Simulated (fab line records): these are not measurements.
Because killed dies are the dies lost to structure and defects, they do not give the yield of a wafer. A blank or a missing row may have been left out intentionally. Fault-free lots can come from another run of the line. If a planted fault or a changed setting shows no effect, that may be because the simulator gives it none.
fab line records	flow gf180mcu
record: lots: 15	wafers: 45	last-day: 34
route steps=602 shown V4@497 MIM@504
lots with no fault: from the same line, run without faults
start-h: hours from the record's opening day to when the first of the lot's shown wafers began	wait-h: hours elapsed since this lot's preceding step	" same as the row above	L1.1+2: several wafers, shown together as one row	- either no value or no given start	* or withheld: withheld	< > ~ a bound
route shown NAME@n: NAME is a module with steps in the file, n the number in the route of the first one	usual: mean/standard deviation taken from wafers without a fault	same: alike in all rows	chamber/n: place in a boat	sites: each site's reading	_std_site: standard deviation across them	_edge_site: inner sites' mean taken away from outer sites' mean	radius-mm: how far each site lies from the wafer's centre	mask NAME#n: copy n	behind: the most recent tool/chamber to have shaped the wafer	hold: the reason the lot was held/the length of the hold in hours/how it ended	device: the transistor (n, p or np) that didn't switch	end of line: the same wafers' tests at the end of the route	a step given without rows: its recipe and nothing more	killed: dies lost to structure and defects at the first sort, not the wafer's yield	map: a wafer's dies, marking killed ones x, the rest . and places with no die _
set.NAME: the run value of the setting; set.NAME@STEP: its run value at that earlier step	model.NAME: the simulator's own value behind a step, which no gauge read
one table for each step of the route and one row for each wafer, over a sample of lots
services: the hour from which a tool's chamber was out of use, counted from the record's first day as start-h (under 0 if before that day), plus the number of hours and why
== steps ==
step: GF_V4_SPUTTER_21
recipe: material: Ti	target-thk-nm: 15	chamber-pressure-pa: 5	power-w: 2500	substrate-temp-c: 200	time-s: 80.02
usual: cathode-dc-power-W: 2500.0/0.46	throttle-valve-pct: 30.2/1
lot.wafer	tool	chamber	start-h	wait-h	cathode-dc-power-W	throttle-valve-pct
L695.1	pvd-sputter-01	-	576.13	0.0	2500.5	31.6
L695.2	"	-	"	"	2499.9	29.1
L695.3	"	-	"	"	2499.2	29.4
L696.2	pvd-sputter-03	-	586.45	0.0	2499.4	31.6
L696.5	"	-	"	"	2500.2	31.6
L696.6	"	-	"	"	2499.8	29.2
L697.2	pvd-sputter-01	-	589.04	0.0	2499.9	29.6
L697.3	"	-	"	"	2500.2	31.8
L697.5	"	-	"	"	2500.0	31.5
L698.1	pvd-sputter-01	-	592.61	0.0	2500.1	31.7
L698.3	"	-	"	"	2500.0	29.6
L698.4	"	-	"	"	2500.1	28.8
L699.4	pvd-sputter-02	-	599.91	0.0	2499.9	30.5
L699.5	"	-	"	"	2500.4	30.8
L699.6	"	-	"	"	2499.5	30.0
L700.2	pvd-sputter-03	-	604.94	0.0	2500.3	32.1
L700.4	"	-	"	"	2500.0	29.3
L700.5	"	-	"	"	2500.6	29.6
L701.1	pvd-sputter-01	-	623.41	0.0	2500.5	29.4
L701.2	"	-	"	"	2500.1	29.2
L701.6	"	-	"	"	2500.2	31.4
L703.1	pvd-sputter-03	-	635.54	0.0	2499.2	31.3
L703.2	"	-	"	"	2500.7	31.8
L703.4	"	-	"	"	2500.0	29.5
L705.2	pvd-sputter-01	-	650.01	0.0	2499.2	29.0
L705.4	"	-	"	"	2500.3	29.5
L705.5	"	-	"	"	2499.2	29.0
L707.2	pvd-sputter-01	-	670.00	0.0	2500.2	31.2
L707.4	"	-	"	"	2499.6	28.8
L707.6	"	-	"	"	2499.9	31.7
L708.1	pvd-sputter-03	-	677.57	0.0	2499.9	31.3
L708.3	"	-	"	"	2500.3	31.7
L708.5	"	-	"	"	2499.9	31.4
L709.2	pvd-sputter-02	-	680.04	0.0	2500.3	31.1
L709.4	"	-	"	"	2499.6	30.6
L709.5	"	-	"	"	2500.8	30.4
L715.2	pvd-sputter-01	-	715.34	0.0	2500.1	29.3
L715.4	"	-	"	"	2499.2	29.1
L715.5	"	-	"	"	2501.4	28.8
L716.2	pvd-sputter-02	-	724.70	0.0	2499.6	30.2
L716.4	"	-	"	"	2499.4	31.3
L716.5	"	-	"	"	2499.7	30.2
L717.3	pvd-sputter-03	-	725.98	0.0	2500.6	29.4
L717.4	"	-	"	"	2500.6	31.6
L717.5	"	-	"	"	2499.9	29.4
step: GF_V4_THK_MEAS_25
recipe: thk-meas-gauge: xrf	reads: W_of_V4_CVD_23
usual: V4_W_THK: 351/4.3
lot.wafer	tool	chamber	start-h	wait-h	V4_W_THK[nm]
L695.1	film-metro-03	-	576.46	0.1	355
L695.2	"	-	"	"	354
L695.3	"	-	"	"	357
L696.2	film-metro-03	-	586.79	0.1	348
L696.5	"	-	"	"	350
L696.6	"	-	"	"	354
L697.2	film-metro-01	-	589.38	0.1	353
L697.3	"	-	"	"	354
L697.5	"	-	"	"	356
L698.1	film-metro-01	-	592.94	0.1	350
L698.3	"	-	"	"	346
L698.4	"	-	"	"	349
L699.4	film-metro-02	-	600.27	0.1	344
L699.5	"	-	"	"	344
L699.6	"	-	"	"	348
L700.2	film-metro-02	-	605.28	0.1	352
L700.4	"	-	"	"	347
L700.5	"	-	"	"	355
L701.1	film-metro-03	-	623.74	0.1	344
L701.2	"	-	"	"	348
L701.6	"	-	"	"	351
L703.1	film-metro-02	-	635.87	0.1	350
L703.2	"	-	"	"	350
L703.4	"	-	"	"	348
L705.2	film-metro-02	-	650.35	0.1	350
L705.4	"	-	"	"	351
L705.5	"	-	"	"	351
L707.2	film-metro-03	-	670.34	0.1	349
L707.4	"	-	"	"	357
L707.6	"	-	"	"	354
L708.1	film-metro-03	-	677.90	0.1	355
L708.3	"	-	"	"	356
L708.5	"	-	"	"	354
L709.2	film-metro-02	-	680.39	0.1	345
L709.4	"	-	"	"	345
L709.5	"	-	"	"	346
L715.2	film-metro-02	-	715.69	0.1	339
L715.4	"	-	"	"	349
L715.5	"	-	"	"	349
L716.2	film-metro-03	-	725.05	0.1	350
L716.4	"	-	"	"	348
L716.5	"	-	"	"	352
L717.3	film-metro-03	-	726.33	0.1	353
L717.4	"	-	"	"	352
L717.5	"	-	"	"	350
step: GF_MIM_SPUTTER_01
recipe: material: TiN	target-thk-nm: 30	power-w: 6500	time-s: 25	chamber-pressure-pa: 0.4
usual: cathode-dc-power-W: 6500.1/1.2	throttle-valve-pct: 30.1/0.95
lot.wafer	tool	chamber	start-h	wait-h	cathode-dc-power-W	throttle-valve-pct
L695.1	pvd-sputter-02	-	576.92	0.1	6501.6	31.2
L695.2	"	-	"	"	6502.1	30.2
L695.3	"	-	"	"	6500.8	30.7
L696.2	pvd-sputter-01	-	587.24	0.1	6500.0	31.6
L696.5	"	-	"	"	6499.2	29.1
L696.6	"	-	"	"	6499.9	31.4
L697.2	pvd-sputter-04	-	589.83	0.1	6502.1	30.1
L697.3	"	-	"	"	6499.7	29.2
L697.5	"	-	"	"	6501.3	28.9
L698.1	pvd-sputter-01	-	593.40	0.1	6500.3	29.5
L698.3	"	-	"	"	6498.5	29.0
L698.4	"	-	"	"	6500.9	31.6
L699.4	pvd-sputter-01	-	600.70	0.1	6498.8	28.8
L699.5	"	-	"	"	6498.7	29.0
L699.6	"	-	"	"	6498.2	29.4
L700.2	pvd-sputter-01	-	605.73	0.1	6499.5	29.5
L700.4	"	-	"	"	6498.9	31.4
L700.5	"	-	"	"	6499.9	29.2
L701.1	pvd-sputter-02	-	624.21	0.1	6499.6	30.2
L701.2	"	-	"	"	6498.8	31.3
L701.6	"	-	"	"	6499.7	31.0
L703.1	pvd-sputter-01	-	636.33	0.1	6501.7	31.7
L703.2	"	-	"	"	6499.6	29.2
L703.4	"	-	"	"	6499.7	29.2
L705.2	pvd-sputter-04	-	650.96	0.1	6499.6	31.8
L705.4	"	-	"	"	6502.6	30.0
L705.5	"	-	"	"	6498.4	31.6
L707.2	pvd-sputter-04	-	670.79	0.1	6500.0	29.5
L707.4	"	-	"	"	6500.8	28.8
L707.6	"	-	"	"	6501.3	30.0
L708.1	pvd-sputter-01	-	678.36	0.1	6499.4	29.5
L708.3	"	-	"	"	6499.7	29.2
L708.5	"	-	"	"	6499.7	31.6
L709.2	pvd-sputter-04	-	680.85	0.1	6499.2	31.7
L709.4	"	-	"	"	6501.2	29.6
L709.5	"	-	"	"	6500.3	28.8
L715.2	pvd-sputter-04	-	716.14	0.1	6498.0	30.0
L715.4	"	-	"	"	6500.3	31.5
L715.5	"	-	"	"	6501.2	28.9
L716.2	pvd-sputter-02	-	725.50	0.1	6500.4	30.3
L716.4	"	-	"	"	6499.4	31.0
L716.5	"	-	"	"	6500.5	30.9
L717.3	pvd-sputter-02	-	726.77	0.1	6500.2	30.9
L717.4	"	-	"	"	6500.2	31.1
L717.5	"	-	"	"	6499.8	31.0
step: GF_MIM_METAL_ETCH_19
recipe: chemistry: Cl2/BCl3	mask-material: NOVOLAK	stop-on: Si3N4	target-depth-nm: 324.5	pressure-mtorr: 8	icp-w: 800	bias-w: 140	Cl2_flow_sccm: 80	bcl3-flow-sccm: 40	time-s: 54.1
usual: bcl3-flow-sccm: 39.98/0.1	bias-w: 140.0/0.43	drypump-motor-current-A: 6.0/0.43	oes-product-au: 0.942/0.0059	throttle-valve-pct: 28.283/0.011
lot.wafer	tool	chamber	start-h	wait-h	bcl3-flow-sccm	bias-w	drypump-motor-current-A	oes-product-au	rf-hours-counter-h	throttle-valve-pct
L695.1	rie-metal-04	0	598.44	0.1	39.92	140.4	6.1	0.942	7	28.286
L695.2	"	1	"	"	40.04	140.5	6.3	0.930	9	28.302
L695.3	"	1	"	"	39.95	140.3	6.2	0.939	-	28.289
L696.2	rie-metal-03	0	608.41	0.1	39.84	139.5	6.5	0.931	-	28.277
L696.5	"	0	"	"	39.93	140.0	6.5	0.933	-	28.313
L696.6	"	0	"	"	39.75	139.9	6.5	0.942	-	28.293
L697.2	rie-metal-02	0	611.14	0.1	39.89	139.9	5.5	0.940	8	28.299
L697.3	"	1	"	"	39.91	139.9	5.7	0.942	-	28.289
L697.5	"	0	"	"	40.08	139.8	5.4	0.945	-	28.288
L698.1	rie-metal-03	0	614.69	0.1	39.97	139.6	6.5	0.932	2	28.269
L698.3	"	0	"	"	39.94	139.2	6.5	0.938	-	28.301
L698.4	"	0	"	"	40.07	139.9	6.5	0.941	-	28.295
L699.4	rie-metal-02	1	622.12	0.1	40.18	139.9	5.7	0.938	-	28.270
L699.5	"	1	"	"	40.02	140.4	5.7	0.940	-	28.292
L699.6	"	0	"	"	40.05	140.1	5.4	0.949	-	28.293
L700.2	rie-metal-02	0	626.04	0.1	39.74	140.0	5.4	0.945	9	28.281
L700.4	"	1	"	"	40.11	140.9	5.6	0.950	-	28.283
L700.5	"	1	"	"	39.98	140.6	5.6	0.950	-	28.265
L701.1	rie-metal-02	1	644.31	0.1	39.99	140.0	5.6	0.945	12	28.280
L701.2	"	0	"	"	40.06	140.7	5.4	0.939	9	28.297
L701.6	"	0	"	"	40.13	140.4	5.4	0.948	-	28.282
L703.1	rie-metal-03	0	656.11	0.1	39.92	139.7	6.5	0.940	5	28.293
L703.2	"	0	"	"	39.81	139.7	6.5	0.943	-	28.273
L703.4	"	0	"	"	39.82	139.0	6.5	0.939	-	28.281
L705.2	rie-metal-03	0	670.27	0.1	40.11	139.8	6.5	0.939	-	28.281
L705.4	"	0	"	"	39.97	139.4	6.5	0.943	-	28.292
L705.5	"	0	"	"	40.17	139.5	6.5	0.937	-	28.288
L707.2	rie-metal-02	1	689.99	0.1	39.95	140.5	5.6	0.942	14	28.298
L707.4	"	0	"	"	39.96	140.2	5.4	0.941	-	28.291
L707.6	"	1	"	"	39.92	139.8	5.6	0.945	-	28.284
L708.1	rie-metal-04	1	697.89	0.1	39.99	140.5	6.2	0.944	0	28.292
L708.3	"	0	"	"	39.86	140.6	6.1	0.950	-	28.273
L708.5	"	0	"	"	39.95	139.8	6.1	0.943	-	28.291
L709.2	rie-metal-02	0	700.44	0.1	39.95	139.9	5.5	0.947	11	28.291
L709.4	"	0	"	"	39.90	140.1	5.4	0.941	-	28.275
L709.5	"	1	"	"	40.19	139.9	5.6	0.941	-	28.270
L715.2	rie-metal-02	0	733.69	0.1	-	-	-	-	-	-
L715.4	"	0	"	"	-	-	-	-	-	-
L715.5	"	0	"	"	-	-	-	-	-	-
L716.2	rie-metal-02	1	742.91	0.1	-	-	-	-	-	-
L716.4	"	0	"	"	-	-	-	-	-	-
L716.5	"	1	"	"	-	-	-	-	-	-
L717.3	rie-metal-04	1	744.81	0.1	-	-	-	-	-	-
L717.4	"	0	"	"	-	-	-	-	-	-
L717.5	"	1	"	"	-	-	-	-	-	-
step: GF_MIM_STRIP_20
recipe: chemistry: O2/N2	power-w: 1400	pressure-mtorr: 1500	platen-temp-c: 250	o2-flow-sccm: 3000	n2-flow-sccm: 300	overash-fraction: 0.5
usual: drypump-motor-current-A: 5.7/0.53	heater-power-w: 340/16	n2-flow-sccm: 300.2/0.85	oes-product-au: 0.692/0.0046	strip-time-to-endpoint-s: 11.24/0.037
lot.wafer	tool	chamber	start-h	wait-h	drypump-motor-current-A	heater-power-w	n2-flow-sccm	oes-product-au	rf-hours-counter-h	strip-time-to-endpoint-s
L695.1	plasma-asher-02	1	598.51	0.0	6.6	317	301.3	0.690	19	11.17
L695.2	"	0	"	"	5.8	357	299.2	0.695	19	11.26
L695.3	"	1	"	"	6.6	316	301.7	0.688	-	11.24
L696.2	plasma-asher-03	1	608.53	0.1	4.6	367	300.0	0.687	82	11.21
L696.5	"	1	"	"	4.6	355	299.0	0.692	-	11.23
L696.6	"	0	"	"	5.9	328	300.8	0.691	-	11.27
L697.2	plasma-asher-04	0	611.21	0.0	5.8	319	300.5	0.686	52	11.20
L697.3	"	1	"	"	5.8	353	300.0	0.697	-	11.25
L697.5	"	1	"	"	5.8	359	300.4	0.690	-	11.14
L698.1	plasma-asher-02	0	614.83	0.1	5.8	357	300.0	0.688	21	11.22
L698.3	"	1	"	"	6.7	317	300.0	0.684	-	11.19
L698.4	"	0	"	"	5.7	365	300.5	0.696	-	11.21
L699.4	plasma-asher-04	1	622.20	0.1	5.8	360	300.6	0.697	-	11.25
L699.5	"	0	"	"	5.8	330	300.8	0.695	-	11.25
L699.6	"	1	"	"	5.8	353	300.3	0.693	-	11.28
L700.2	plasma-asher-04	1	626.11	0.0	5.8	358	299.6	0.690	54	11.26
L700.4	"	1	"	"	5.8	358	298.4	0.697	-	11.32
L700.5	"	1	"	"	5.8	347	298.7	0.701	-	11.30
L701.1	plasma-asher-03	1	644.38	0.0	4.6	352	300.6	0.688	86	11.25
L701.2	"	0	"	"	5.9	327	299.6	0.692	86	11.21
L701.6	"	0	"	"	5.9	326	300.4	0.690	-	11.29
L703.1	plasma-asher-04	1	656.25	0.1	5.8	354	299.7	0.690	57	11.26
L703.2	"	0	"	"	5.8	320	300.6	0.690	57	11.26
L703.4	"	1	"	"	5.8	347	299.8	0.693	-	11.21
L705.2	plasma-asher-03	1	670.38	0.1	4.6	358	297.9	0.687	88	11.20
L705.4	"	1	"	"	4.6	352	300.6	0.692	-	11.23
L705.5	"	1	"	"	4.6	356	300.2	0.695	-	11.21
L707.2	plasma-asher-04	1	690.06	0.0	5.8	355	299.0	0.697	61	11.23
L707.4	"	1	"	"	5.8	351	299.5	0.687	-	11.21
L707.6	"	0	"	"	5.7	326	300.5	0.698	-	11.20
L708.1	plasma-asher-04	1	697.96	0.0	5.8	354	298.6	0.695	61	11.25
L708.3	"	0	"	"	5.8	325	301.1	0.699	-	11.26
L708.5	"	0	"	"	5.8	334	300.4	0.691	-	11.23
L709.2	plasma-asher-04	1	700.51	0.0	5.8	350	302.1	0.696	62	11.25
L709.4	"	0	"	"	5.8	326	300.6	0.685	-	11.28
L709.5	"	0	"	"	5.8	323	299.7	0.689	-	11.31
L715.2	plasma-asher-03	0	733.79	0.1	5.9	330	301.6	0.721	92	12.66
L715.4	"	1	"	"	4.6	363	301.2	0.713	-	12.69
L715.5	"	0	"	"	5.9	322	302.2	0.718	-	12.70
L716.2	plasma-asher-04	0	742.98	0.0	5.8	331	299.2	0.712	67	12.63
L716.4	"	0	"	"	5.9	324	298.9	0.720	-	12.62
L716.5	"	0	"	"	5.8	329	299.9	0.717	-	12.64
L717.3	plasma-asher-03	1	744.89	0.1	4.6	353	299.8	0.713	-	12.64
L717.4	"	0	"	"	5.8	329	300.1	0.727	-	12.64
L717.5	"	0	"	"	5.9	329	300.1	0.719	-	12.64
== services ==
tool	chamber	start-h	hours	kind
pvd-sputter-04	-	554.55	1.0	repair
pvd-sputter-02	-	569.67	5.2	repair
rie-metal-03	1	580.50	131.8	repair
rie-metal-02	-	590.44	0.8	repair
pvd-sputter-04	-	591.34	6.8	repair
pvd-sputter-02	-	591.91	5.1	repair
rie-metal-04	1	599.46	2.0	repair
pvd-sputter-02	-	613.32	10.3	repair
plasma-asher-02	-	625.99	1.6	repair
rie-metal-02	-	631.76	0.8	repair
pvd-sputter-01	3	639.15	-	consumable-replace:kit
pvd-sputter-01	3	639.15	18.0	scheduled-down
pvd-sputter-01	3	639.15	18.0	vent-cycle
rie-metal-03	-	666.17	1.4	pm
pvd-sputter-04	-	674.35	1.9	repair
plasma-asher-03	-	674.39	2.6	repair
rie-metal-04	0	679.91	1.9	repair
plasma-asher-03	-	696.68	28.1	pm
rie-metal-04	-	703.88	4.2	repair
rie-metal-02	1	709.41	-	clean
rie-metal-02	1	709.41	22.9	scheduled-down
rie-metal-02	1	709.41	22.9	vent-cycle
pvd-sputter-02	-	721.68	2.7	repair
rie-metal-03	1	735.65	18.4	repair
== key ==
first-sign: step: GF_MIM_METAL_ETCH_19	reading: tool-record	direction: missing
effect: step: GF_MIM_STRIP_20	reading: strip-time-to-endpoint-s	direction: up	sigmas: 38	usual: *	struck: *
met-at GF_MIM_METAL_ETCH_19
struck-lots L715,L716,L717
later-rows-left-out L715.2,L715.4,L715.5,L716.2,L716.4,L716.5,L717.3,L717.4,L717.5
sort-left-out L715.2,L715.4,L715.5,L716.2,L716.4,L716.5,L717.3,L717.4,L717.5
not-acting-at GF_V4_SPUTTER_21,GF_V4_THK_MEAS_25,GF_MIM_SPUTTER_01
onset-between 700.44 733.69
fault: kind: skipped-step-whole	tool: rie-metal-02,rie-metal-04	chamber: -	onset-h: 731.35	steps: GF_MIM_METAL_ETCH_19	scope: struck-lots-only
sort-left-out: the simulated sort isn't trusted on such a fault, so these wafers' sort isn't shown, and their yield isn't known
later-rows-left-out: the simulator's readings of these wafers behind a module that went badly wrong aren't trusted and aren't shown, but for the sort
